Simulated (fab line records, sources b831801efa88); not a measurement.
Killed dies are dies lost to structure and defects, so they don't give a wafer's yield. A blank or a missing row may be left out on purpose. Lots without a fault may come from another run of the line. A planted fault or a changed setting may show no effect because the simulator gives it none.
fab line records | flow gf180mcu | part 1 of 2: steps 1 to 27 of 39
record lots=5 wafers=15 last_day=33
route steps=602 shown V1@340 M2@362
lots that met no fault: from a run of the same line without faults
start_h: hours from the record's first day to the start of the lot's first wafer shown | wait_h: hours since the lot's step before | " the same as in the row above | L1.1+2: a row that stands for several wafers | - no value, or no start given | * or withheld: withheld | < > ~ a bound
route shown NAME@n: a module of which the file shows steps, and the number in the route of the first | usual: mean/standard deviation of fault-free wafers | same: alike in all rows | chamber/n: place in a boat | sites: the reading at each site | _std_site: their standard deviation | _edge_site: outer sites' mean less inner sites' | radius_mm: how far each site lies from the wafer's centre | mask NAME#n: copy n | behind: the tool/chamber that last shaped the wafer | hold: why the lot was held/for how many hours/how that ended | device: the transistor (n, p or np) that didn't switch | end of line: the same wafers' tests at the end of the route | a step without rows: its recipe alone | killed: dies lost to structure and defects at the first sort, not the wafer's yield | map: a wafer's dies, x killed, . not, _ none there
set.NAME: the setting as run; set.NAME@STEP: as run at that earlier step | model.NAME: the simulator's own value behind a step, which no gauge read
lots at some steps of the route; a table a step, a row a wafer
services: from which hour (start_h, from the record's first day; less than 0 if before it) a tool's chamber was out of use, for how many hours, and why
## steps
# step GF_V1_BOW_MEAS_05
# recipe mode=bow
# usual V1_BOW=83/7.8
# columns lot.wafer tool chamber start_h wait_h V1_BOW[um]
L075.2 film_metro-01 - 398.92 0.2 82
L075.5 " - " " 91
L075.6 " - " " 96
L076.2 film_metro-01 - 405.45 0.3 84
L076.4 " - " " 73
L076.5 " - " " 80
L086.1 film_metro-03 - 504.24 0.2 90
L086.3 " - " " 89
L086.6 " - " " 93
L087.3 film_metro-03 - 506.50 0.1 81
L087.4 " - " " 81
L087.5 " - " " 79
L093.2 film_metro-01 - 558.38 0.2 87
L093.5 " - " " 94
L093.6 " - " " 83
# step GF_V1_DEHYDRATE_06
# recipe temp_c=200 time_s=60
# columns lot.wafer tool chamber start_h wait_h
L075.2+5+6 litho_track-03 0 408.84 9.9
L076.2+4+5 litho_track-04 0 416.22 10.8
L086.1+3+6 litho_track-04 0 515.15 10.9
L087.3+4+5 litho_track-01 0 517.50 11.0
L093.2+5+6 litho_track-01 0 568.42 10.0
# step GF_V1_HMDS_07
# recipe prime_time_s=60 prime_temp_c=120
# columns lot.wafer tool chamber start_h wait_h
L075.2+5+6 litho_track-03 0 408.99 0.1
L076.2+4+5 litho_track-04 0 416.37 0.1
L086.1+3+6 litho_track-04 0 515.30 0.1
L087.3+4+5 litho_track-01 0 517.65 0.1
L093.2+5+6 litho_track-01 0 568.57 0.1
# step GF_V1_COAT_08
# recipe resist=BARC temp_c=withheld time_s=withheld spin_rpm=withheld resist_thk_nm=withheld
# columns lot.wafer tool chamber start_h wait_h
L075.2+5+6 litho_track-03 0 409.14 0.1
L076.2+4+5 litho_track-04 0 416.52 0.1
L086.1+3+6 litho_track-04 0 515.45 0.1
L087.3+4+5 litho_track-01 0 517.80 0.1
L093.2+5+6 litho_track-01 0 568.72 0.1
# step GF_V1_COAT_09
# recipe resist=KrF spin_rpm=withheld resist_thk_nm=1000
# columns lot.wafer tool chamber start_h wait_h
L075.2+5+6 litho_track-03 0 - -
L076.2+4+5 litho_track-04 0 - -
L086.1+3+6 litho_track-04 0 - -
L087.3+4+5 litho_track-01 0 - -
L093.2+5+6 litho_track-01 0 - -
# step GF_V1_SOFTBAKE_10
# recipe temp_c=130 time_s=60 resist=KrF
# columns lot.wafer tool chamber start_h wait_h
L075.2+5+6 litho_track-03 0 - -
L076.2+4+5 litho_track-04 0 - -
L086.1+3+6 litho_track-04 0 - -
L087.3+4+5 litho_track-01 0 - -
L093.2+5+6 litho_track-01 0 - -
# step GF_V1_EXPOSE_11
# recipe mask_id=Via1 target_cd_nm=260 na=0.68 source_shape=conventional sigma_outer=0.6 dose_mj=38
# usual reticle_temp_C=22.99/0.11
# same na=0.68
# columns lot.wafer tool chamber start_h wait_h mask reticle_temp_C
L075.2 krf_scanner-01 0 - - Via1#0 23.04
L075.5 " 0 " " Via1#0 22.93
L075.6 " 0 " " Via1#0 22.99
L076.2 krf_scanner-02 0 - - Via1#0 23.06
L076.4 " 0 " " Via1#0 22.82
L076.5 " 0 " " Via1#0 22.97
L086.1 krf_scanner-01 0 - - Via1#0 22.93
L086.3 " 0 " " Via1#0 22.91
L086.6 " 0 " " Via1#0 22.93
L087.3 krf_scanner-01 0 - - Via1#0 23.09
L087.4 " 0 " " Via1#0 23.09
L087.5 " 0 " " Via1#0 23.12
L093.2 krf_scanner-01 0 - - Via1#0 22.93
L093.5 " 0 " " Via1#0 22.96
L093.6 " 0 " " Via1#0 22.89
# step GF_V1_PEB_12
# recipe peb_temp_c=135 peb_time_s=90 resist=KrF
# columns lot.wafer tool chamber start_h wait_h
L075.2+5+6 litho_track-01 0 - -
L076.2+4+5 litho_track-04 0 - -
L086.1+3+6 litho_track-04 0 - -
L087.3+4+5 litho_track-04 0 - -
L093.2+5+6 litho_track-04 0 - -
# step GF_V1_DEVELOP_13
# recipe develop_time_s=60 resist=KrF dev_temp_c=21
# columns lot.wafer tool chamber start_h wait_h
L075.2+5+6 litho_track-01 0 421.68 0.2
L076.2+4+5 litho_track-04 0 428.22 0.2
L086.1+3+6 litho_track-04 0 526.79 0.2
L087.3+4+5 litho_track-04 0 529.49 0.1
L093.2+5+6 litho_track-04 0 579.72 0.2
# step GF_V1_CD_MEAS_14
# recipe target_cd_nm=260
# usual cd_nm=259.9/1.4
# columns lot.wafer tool chamber start_h wait_h cd_nm
L075.2 cd_sem-02 - 421.82 0.1 257.2
L075.5 " - " " 258.5
L075.6 " - " " 258.4
L076.2 cd_sem-02 - 428.37 0.1 259.6
L076.4 " - " " 260.1
L076.5 " - " " 260.2
L086.1 cd_sem-02 - 526.95 0.1 260.7
L086.3 " - " " 260.9
L086.6 " - " " 259.7
L087.3 cd_sem-02 - 529.75 0.2 258.8
L087.4 " - " " 257.8
L087.5 " - " " 257.4
L093.2 cd_sem-01 - 579.86 0.1 259.9
L093.5 " - " " 259.2
L093.6 " - " " 260.1
# step GF_V1_OVL_MEAS_15
# usual V1_OVL=-2/6.5
# columns lot.wafer tool chamber start_h wait_h V1_OVL[nm]
L075.2 overlay-02 - 421.93 0.1 2
L075.5 " - " " 3
L075.6 " - " " -2
L076.2 overlay-02 - 428.47 0.1 -5
L076.4 " - " " -4
L076.5 " - " " -4
L086.1 overlay-02 - 527.07 0.1 -6
L086.3 " - " " -5
L086.6 " - " " -4
L087.3 overlay-01 - 529.84 0.1 12
L087.4 " - " " 10
L087.5 " - " " 15
L093.2 overlay-02 - 579.97 0.1 2
L093.5 " - " " 13
L093.6 " - " " -1
# step GF_V1_ETCH_16
# recipe chemistry=N2/H2 target_depth_a=withheld overetch_a=withheld time_s=withheld target=BARC ion_energy_ev=200 source_w=500 bias_w=100 pressure_mtorr=30 n2_flow_sccm=100 h2_flow_sccm=200
# usual drypump_motor_current_A=5.7/0.4 n2_flow_sccm=100.0/0.34 oes_product_au=0.855/0.0048 throttle_valve_pct=13.224/0.0088
# columns lot.wafer tool chamber start_h wait_h drypump_motor_current_A n2_flow_sccm oes_product_au throttle_valve_pct
L075.2 rie_diel-04 3 421.96 0.0 5.7 100.2 0.852 13.236
L075.5 " 3 " " 5.7 99.3 0.854 13.229
L075.6 " 0 " " 5.2 100.0 0.848 13.220
L076.2 rie_diel-02 0 428.50 0.0 5.8 100.1 0.853 13.229
L076.4 " 1 " " 5.9 100.2 0.854 13.255
L076.5 " 0 " " 5.7 100.2 0.854 13.233
L086.1 rie_diel-04 1 527.11 0.0 5.7 100.2 0.853 13.221
L086.3 " 0 " " 5.2 99.7 0.853 13.215
L086.6 " 0 " " 5.2 100.1 0.851 13.235
L087.3 rie_diel-02 0 529.86 0.0 5.8 99.8 0.864 13.227
L087.4 " 1 " " 5.9 99.8 0.857 13.225
L087.5 " 0 " " 5.8 100.3 0.856 13.219
L093.2 rie_diel-03 1 580.00 0.0 5.6 100.1 0.854 13.235
L093.5 " 2 " " 6.4 100.0 0.857 13.221
L093.6 " 1 " " 5.6 99.8 0.852 13.221
# step GF_V1_ETCH_17
# recipe chemistry=C4F8/O2/Ar mask_material=KrF target=SiO2 stop_on=TiN source_w=1500 bias_w=1200 pressure_mtorr=40 c4f8_flow_sccm=withheld O2_flow_sccm=6 Ar_flow_sccm=300 time_s=withheld target_depth_a=6300
# usual oes_product_au=0.846/0.0042
# columns lot.wafer tool chamber start_h wait_h oes_product_au
L075.2 rie_diel-04 3 - - 0.844
L075.5 " 3 " " 0.852
L075.6 " 0 " " 0.848
L076.2 rie_diel-02 0 - - 0.851
L076.4 " 1 " " 0.842
L076.5 " 0 " " 0.846
L086.1 rie_diel-04 1 - - 0.851
L086.3 " 0 " " 0.850
L086.6 " 0 " " 0.847
L087.3 rie_diel-02 0 - - 0.852
L087.4 " 1 " " 0.848
L087.5 " 0 " " 0.847
L093.2 rie_diel-03 1 - - 0.846
L093.5 " 2 " " 0.841
L093.6 " 1 " " 0.848
# step GF_V1_STRIP_18
# recipe chemistry=O2/N2 power_w=1400 pressure_mtorr=1500 platen_temp_c=250 o2_flow_sccm=3000 n2_flow_sccm=300 overash_fraction=0.5
# usual drypump_motor_current_A=5.8/0.4 heater_power_w=301/26 n2_flow_sccm=300.0/0.78 oes_product_au=0.592/0.0047
# columns lot.wafer tool chamber start_h wait_h drypump_motor_current_A heater_power_w n2_flow_sccm oes_product_au rf_hours_counter_h
L075.2 plasma_asher-02 0 422.09 - 6.0 272 300.1 0.593 31
L075.5 " 0 " " 6.0 270 300.0 0.594 -
L075.6 " 1 " " 5.6 296 299.8 0.590 -
L076.2 plasma_asher-03 1 428.63 - 6.1 322 300.3 0.589 78
L076.4 " 1 " " 6.1 320 300.5 0.589 -
L076.5 " 0 " " 5.7 261 300.3 0.589 -
L086.1 plasma_asher-02 1 527.24 - 5.6 300 300.3 0.588 40
L086.3 " 1 " " 5.6 303 301.3 0.591 -
L086.6 " 0 " " 6.0 271 299.4 0.600 -
L087.3 plasma_asher-02 0 530.03 - 6.0 281 299.0 0.593 -
L087.4 " 1 " " 5.6 301 300.2 0.594 -
L087.5 " 0 " " 6.0 281 298.9 0.591 -
L093.2 plasma_asher-02 0 580.13 - 6.1 276 300.6 0.592 46
L093.5 " 1 " " 5.6 305 300.0 0.597 -
L093.6 " 0 " " 6.0 261 300.4 0.589 -
# step GF_V1_STRIP_19
# recipe chemistry=post_etch_residue_remover time_s=1200 temp_c=72.5
# columns lot.wafer tool chamber start_h wait_h
L075.2+5+6 wet_bench-04 2 422.19 0.1
L076.2+4+5 wet_bench-03 0 428.73 0.1
L086.1+3+6 wet_bench-02 1 527.34 0.1
L087.3+4+5 wet_bench-03 2 530.09 0.0
L093.2+5+6 wet_bench-04 1 580.23 0.1
# step GF_V1_CLEAN_20
# recipe chemistry=DIW dry=n2_spin
# columns lot.wafer tool chamber start_h wait_h
L075.2+5+6 wet_bench-03 2 422.53 0.0
L076.2+4+5 wet_bench-04 3 429.10 0.0
L086.1+3+6 wet_bench-03 0 527.68 0.0
L087.3+4+5 wet_bench-02 0 530.46 0.0
L093.2+5+6 wet_bench-04 3 580.60 0.0
# step GF_V1_SPUTTER_21
# recipe material=Ti target_thk_nm=15 chamber_pressure_pa=5 power_w=2500 substrate_temp_c=200 time_s=80.02
# usual cathode_dc_power_W=2500.0/0.43 throttle_valve_pct=30.1/1.2
# columns lot.wafer tool chamber start_h wait_h cathode_dc_power_W throttle_valve_pct
L075.2 pvd_sputter-02 - 422.62 0.0 2500.9 29.9
L075.5 " - " " 2499.3 31.6
L075.6 " - " " 2499.2 29.9
L076.2 pvd_sputter-01 - 429.20 0.0 2499.5 29.2
L076.4 " - " " 2500.3 28.3
L076.5 " - " " 2499.9 30.1
L086.1 pvd_sputter-02 - 527.78 0.0 2500.1 29.8
L086.3 " - " " 2499.9 31.5
L086.6 " - " " 2500.1 30.2
L087.3 pvd_sputter-01 - 530.56 0.0 2499.6 30.0
L087.4 " - " " 2499.6 30.8
L087.5 " - " " 2500.3 30.9
L093.2 pvd_sputter-04 - 580.70 0.0 2499.7 27.3
L093.5 " - " " 2500.1 30.8
L093.6 " - " " 2499.8 30.8
# step GF_V1_SPUTTER_22
# recipe material=TiN target_thk_nm=10 chamber_pressure_pa=5 power_w=4000 time_s=40
# usual cathode_dc_power_W=3999.9/0.73 throttle_valve_pct=30.1/1.2
# columns lot.wafer tool chamber start_h wait_h cathode_dc_power_W throttle_valve_pct
L075.2 pvd_sputter-02 - 422.68 0.0 3999.6 30.2
L075.5 " - " " 3999.5 31.5
L075.6 " - " " 3999.5 30.0
L076.2 pvd_sputter-01 - 429.26 0.0 3999.6 28.9
L076.4 " - " " 3999.8 28.4
L076.5 " - " " 3999.8 30.1
L086.1 pvd_sputter-02 - 527.84 0.0 3999.3 29.7
L086.3 " - " " 4000.3 32.0
L086.6 " - " " 3999.7 29.9
L087.3 pvd_sputter-01 - 530.62 0.0 3999.0 30.1
L087.4 " - " " 3999.7 30.7
L087.5 " - " " 4000.1 31.0
L093.2 pvd_sputter-04 - 580.76 0.0 3999.4 27.4
L093.5 " - " " 4001.1 30.6
L093.6 " - " " 3999.5 30.4
# step GF_V1_CVD_23
# recipe material=W target_thk_nm=350 time_s=105.05 temp_c=400 pressure_torr=40
# usual heater_power_outer_w=541/36 heater_power_w=823/83
# columns lot.wafer tool chamber start_h wait_h heater_power_outer_w heater_power_w
L075.2 cvd_w-02 1 422.72 0.0 500 739
L075.5 " 1 " " 481 703
L075.6 " 0 " " 583 948
L076.2 cvd_w-01 1 429.30 0.0 536 799
L076.4 " 0 " " 553 820
L076.5 " 0 " " 546 803
L086.1 cvd_w-01 1 527.88 0.0 527 806
L086.3 " 1 " " 522 817
L086.6 " 1 " " 552 797
L087.3 cvd_w-01 1 530.73 0.1 539 817
L087.4 " 1 " " 534 785
L087.5 " 1 " " 531 815
L093.2 cvd_w-02 1 580.80 0.0 483 730
L093.5 " 0 " " 606 965
L093.6 " 1 " " 498 731
# step GF_V1_RS_MEAS_24
# recipe thk_meas_gauge=four-point-probe reads=W_of_V1_CVD_23+TiN_of_V1_SPUTTER_22+Ti_of_V1_SPUTTER_21
# usual V1_W_RS=0.329/0.0037
# columns lot.wafer tool chamber start_h wait_h V1_W_RS[ohm/sq]
L075.2 film_metro-01 - 422.85 0.1 0.333
L075.5 " - " " 0.340
L075.6 " - " " 0.334
L076.2 film_metro-04 - 429.43 0.1 0.326
L076.4 " - " " 0.332
L076.5 " - " " 0.332
L086.1 film_metro-01 - 528.10 0.2 0.330
L086.3 " - " " 0.330
L086.6 " - " " 0.331
L087.3 film_metro-01 - 530.92 0.2 0.332
L087.4 " - " " 0.335
L087.5 " - " " 0.333
L093.2 film_metro-03 - 580.93 0.1 0.325
L093.5 " - " " 0.331
L093.6 " - " " 0.329
# step GF_V1_THK_MEAS_25
# recipe thk_meas_gauge=xrf reads=W_of_V1_CVD_23
# usual V1_W_THK=332/4.1
# columns lot.wafer tool chamber start_h wait_h V1_W_THK[nm]
L075.2 film_metro-01 - 422.96 0.1 328
L075.5 " - " " 325
L075.6 " - " " 328
L076.2 film_metro-04 - 429.54 0.1 331
L076.4 " - " " 328
L076.5 " - " " 326
L086.1 film_metro-01 - 528.22 0.1 334
L086.3 " - " " 332
L086.6 " - " " 332
L087.3 film_metro-01 - 531.02 0.1 332
L087.4 " - " " 328
L087.5 " - " " 331
L093.2 film_metro-03 - 581.04 0.1 342
L093.5 " - " " 336
L093.6 " - " " 338
# step GF_V1_CMP_26
# recipe stop_on=SiO2 down_force_psi=3.5 platen_rpm=60 t_overpolish_s=15 target_thk_nm=0 pad_velocity_m_s=0.94248
# usual motor_current_A=10.7/0.96 overpolish_run_s=15.000/0.0084 time_to_endpoint_s=84/4
# columns lot.wafer tool chamber start_h wait_h motor_current_A overpolish_run_s time_to_endpoint_s
L075.2 cmp-02 2 423.23 0.3 10.5 14.990 86
L075.5 " 3 " " 10.2 14.990 79
L075.6 " 0 " " 10.6 15.002 81
L076.2 cmp-02 3 429.69 0.1 9.7 14.991 82
L076.4 " 0 " " 10.9 15.001 84
L076.5 " 2 " " 10.6 15.007 88
L086.1 cmp-01 2 528.28 0.1 9.8 14.974 81
L086.3 " 3 " " 12.2 14.989 79
L086.6 " 3 " " 12.2 14.990 82
L087.4 cmp-01 3 531.06 0.0 12.9 14.997 84
L087.3 " 2 " " 9.9 15.010 81
L087.5 " 3 " " 12.2 15.003 84
L093.2 cmp-02 3 581.14 0.1 10.0 15.014 83
L093.6 " 2 " " 10.7 14.998 88
L093.5 " 3 " " 9.7 14.989 81
# step GF_M2_SPUTTER_00
# recipe material=Ti target_thk_nm=37.5 arriving_ion_energy_ev=80 substrate_temp_c=200 chamber_pressure_pa=2 power_w=4000 time_s=150
# usual cathode_dc_power_W=4000.0/0.75 throttle_valve_pct=29.7/1
# columns lot.wafer tool chamber start_h wait_h cathode_dc_power_W throttle_valve_pct
L075.2 pvd_sputter-01 - 423.38 0.1 3999.5 30.6
L075.5 " - " " 4000.7 30.7
L075.6 " - " " 3999.0 28.5
L076.2 pvd_sputter-03 - 429.89 0.1 3999.9 29.0
L076.4 " - " " 3998.6 30.2
L076.5 " - " " 3999.1 30.1
L086.1 pvd_sputter-04 - 528.58 0.2 4000.6 30.4
L086.3 " - " " 4000.0 27.4
L086.6 " - " " 3999.6 27.1
L087.3 pvd_sputter-03 - 531.36 0.1 3999.1 30.3
L087.4 " - " " 4000.3 30.7
L087.5 " - " " 4000.0 30.0
L093.2 pvd_sputter-01 - 581.39 0.2 4000.7 29.9
L093.5 " - " " 4000.2 30.3
L093.6 " - " " 4000.3 28.1
# step GF_M2_SPUTTER_01
# recipe material=TiN target_thk_nm=30 power_w=6500 time_s=25 chamber_pressure_pa=0.4
# usual cathode_dc_power_W=6500.0/1.1 throttle_valve_pct=29.7/1
# columns lot.wafer tool chamber start_h wait_h cathode_dc_power_W throttle_valve_pct
L075.2 pvd_sputter-01 - 423.48 0.1 6500.8 30.8
L075.5 " - " " 6500.3 31.0
L075.6 " - " " 6499.6 28.0
L076.2 pvd_sputter-03 - 429.99 0.1 6499.3 29.0
L076.4 " - " " 6500.8 30.3
L076.5 " - " " 6498.9 30.3
L086.1 pvd_sputter-04 - 528.68 0.1 6499.0 30.8
L086.3 " - " " 6500.0 26.9
L086.6 " - " " 6499.3 27.1
L087.3 pvd_sputter-03 - 531.46 0.1 6499.4 30.1
L087.4 " - " " 6498.2 30.5
L087.5 " - " " 6501.3 30.3
L093.2 pvd_sputter-01 - 581.49 0.1 6500.6 30.2
L093.5 " - " " 6501.7 29.8
L093.6 " - " " 6499.4 28.1
# step GF_M2_SPUTTER_02
# recipe material=AlCu target_thk_nm=450 power_w=10600 time_s=23.9 chamber_pressure_pa=0.4
# usual cathode_dc_power_W=10600/2 throttle_valve_pct=29.8/1
# columns lot.wafer tool chamber start_h wait_h cathode_dc_power_W throttle_valve_pct
L075.2 pvd_sputter-01 - 423.51 0.0 10598 30.8
L075.5 " - " " 10598 31.0
L075.6 " - " " 10600 28.2
L076.2 pvd_sputter-03 - 430.02 0.0 10599 28.9
L076.4 " - " " 10598 30.4
L076.5 " - " " 10600 30.2
L086.1 pvd_sputter-04 - 528.72 0.0 10600 30.8
L086.3 " - " " 10601 27.1
L086.6 " - " " 10600 27.3
L087.3 pvd_sputter-03 - 531.49 0.0 10602 30.0
L087.4 " - " " 10597 30.7
L087.5 " - " " 10600 30.2
L093.2 pvd_sputter-01 - 581.52 0.0 10603 30.2
L093.5 " - " " 10600 30.1
L093.6 " - " " 10602 28.2
# step GF_M2_SPUTTER_03
# recipe material=Ti target_thk_nm=10 substrate_temp_c=300 chamber_pressure_pa=0.3 power_w=3000 time_s=6.7
# usual cathode_dc_power_W=3000.0/0.62 throttle_valve_pct=29.7/1
# columns lot.wafer tool chamber start_h wait_h cathode_dc_power_W throttle_valve_pct
L075.2 pvd_sputter-01 - 423.54 0.0 3000.2 30.9
L075.5 " - " " 3000.2 30.8
L075.6 " - " " 3000.3 28.4
L076.2 pvd_sputter-03 - 430.05 0.0 3000.1 28.9
L076.4 " - " " 2999.6 30.3
L076.5 " - " " 3000.7 30.0
L086.1 pvd_sputter-04 - 528.75 0.0 3000.1 30.6
L086.3 " - " " 3000.2 27.4
L086.6 " - " " 3000.0 27.5
L087.3 pvd_sputter-03 - 531.52 0.0 3001.0 30.2
L087.4 " - " " 3000.0 30.5
L087.5 " - " " 3000.4 30.3
L093.2 pvd_sputter-01 - 581.55 0.0 3000.5 30.0
L093.5 " - " " 2999.7 30.1
L093.6 " - " " 3000.0 28.4
# step GF_M2_SPUTTER_04
# recipe material=TiN target_thk_nm=50 power_w=6500 time_s=41.7 chamber_pressure_pa=0.4
# usual cathode_dc_power_W=6500.0/1.2 throttle_valve_pct=29.7/1
# columns lot.wafer tool chamber start_h wait_h cathode_dc_power_W throttle_valve_pct
L075.2 pvd_sputter-01 - 423.56 0.0 6500.4 31.0
L075.5 " - " " 6502.5 30.9
L075.6 " - " " 6500.3 28.2
L076.2 pvd_sputter-03 - 430.07 0.0 6499.2 28.7
L076.4 " - " " 6501.2 30.2
L076.5 " - " " 6501.4 30.2
L086.1 pvd_sputter-04 - 528.77 0.0 6499.8 30.6
L086.3 " - " " 6500.3 27.4
L086.6 " - " " 6499.4 27.1
L087.3 pvd_sputter-03 - 531.54 0.0 6498.9 30.0
L087.4 " - " " 6499.6 30.6
L087.5 " - " " 6499.5 30.1
L093.2 pvd_sputter-01 - 581.58 0.0 6501.3 30.0
L093.5 " - " " 6501.9 30.0
L093.6 " - " " 6500.7 28.3
